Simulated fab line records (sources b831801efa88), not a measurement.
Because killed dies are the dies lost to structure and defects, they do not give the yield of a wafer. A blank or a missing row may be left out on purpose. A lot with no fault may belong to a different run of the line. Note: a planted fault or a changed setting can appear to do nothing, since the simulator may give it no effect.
Problem report in the 8D (eight disciplines) form, filled by code	flow sky130	the parts of the form that need people (team, actions taken, sign-off) are left out

== 1. THE ISSUE ==
LDD_HVN_TW at SKY_LDD_HVN_TW_MEAS_10 reads a mean of 41 on 3 wafers of 1 lot; wafers without a fault read 1434 with a standard deviation of 10. That is -99 or more standard deviations from the usual mean.
Seen first at day 24 01:17 on film-metro-03, wafer L246.1. The record has a number at this step for 39 wafers belonging to 13 lots. Rule for "out" (also "out of limits"): further than 4 standard deviations from the usual mean. The other wafers with a number count as sound.

== 2. WHAT IT IS; WHAT IT IS NOT ==
question	is	is not
which readings at this step	LDD_HVN_TW	-
which lots	L246	L236, L239, L240, L241, L242, L243, L252, L253, L254, L255, L256, L258
which wafers of those lots	all that have a number	-
read on which gauges	film-metro-03	film-metro-01, film-metro-02
when	from day 24 01:17	up to then (18 sound wafers); but 18 sound wafers of L252, L253, L254, L255, L256, L258 came after

== 3. THE SUSPECTS, EACH WITH WHAT RULES IT OUT ==
Counting: a tool at a process step up to the reading stays a suspect if it ran every lot that is out and no sound lot after the first of them.
- ruled out: the gauge at SKY_LDD_HVN_TW_MEAS_10. All the wafers that are out were read on film-metro-03, but those of them that SKY_LDD_P_STRIP_10 has rows for are out there too, on other tools.
- plasma-asher-02 at SKY_FIELD_ISO_STRIP_16 (strips in O2/N2): ruled out as a lasting fault. Sound lots L254, L255, L258 ran on it after its first lot that is out, L246 (day 4 09:10).
- plasma-asher-01 at SKY_LDD_P_STRIP_10 (strips in O2/N2): ruled out as a lasting fault. Sound lots L254, L255, L258 ran on it after its first lot that is out, L246 (day 22 18:48).
- plasma-asher-03 at SKY_LDD_HVN_STRIP_09 (strips in O2/N2): ruled out as a lasting fault. Sound lots L254, L255, L256 ran on it after its first lot that is out, L246 (day 24 01:11).
Left after counting: nothing in the record.

== 4. THE CAUSE (what the simulator had put in) ==
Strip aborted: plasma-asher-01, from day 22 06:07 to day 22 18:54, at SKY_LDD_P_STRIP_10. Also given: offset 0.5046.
Counting ruled it out, wrongly: the rule takes a fault to strike every lot that its tool runs from its start on, and this one did not.

== 5. THE CHAIN OF EFFECTS, in route order ==
One row per reading whose mean, taken over the struck wafers that have a number, lies over 3 standard deviations from the usual. Readings are gone through only where the record gives a usual standard deviation; hours: the median, over the lots, of the time from a lot's start at the first step in this table giving one to that lot's start at this step; sigmas: the change measured in usual standard deviations.
hours	step	reading	usual	on struck wafers	change	sigmas
0	SKY_LDD_P_STRIP_10	oes-product-au	0.716 a.u.	0.948	+0.232	+48
30	SKY_LDD_HVN_STRIP_09	oes-product-au	0.408 a.u.	0.563	+0.155	+35
30	SKY_LDD_HVN_STRIP_09	strip-time-to-endpoint-s	4.133 s	8.047	+3.914	+99 or more
30	SKY_LDD_HVN_TW_MEAS_10	LDD_HVN_TW	1434	41	-1393	-99 or more
The process steps in it:
- SKY_LDD_P_STRIP_10: strips in O2/N2.
- SKY_LDD_HVN_STRIP_09: strips in O2/N2.
Readings that are blank on the struck wafers while sound wafers have them: strip-time-to-endpoint-s at SKY_LDD_P_STRIP_10.

== 6. WHAT WOULD HAVE CAUGHT IT SOONER ==
The first out-of-limits reading at a measuring or inspecting step in this record came at day 24 01:17, 43 hours after the fault's start at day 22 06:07.
Tool's own readings at SKY_LDD_P_STRIP_10, oes-product-au: out on all struck wafers the step has rows for; an alarm limit on them would have tripped on the first.
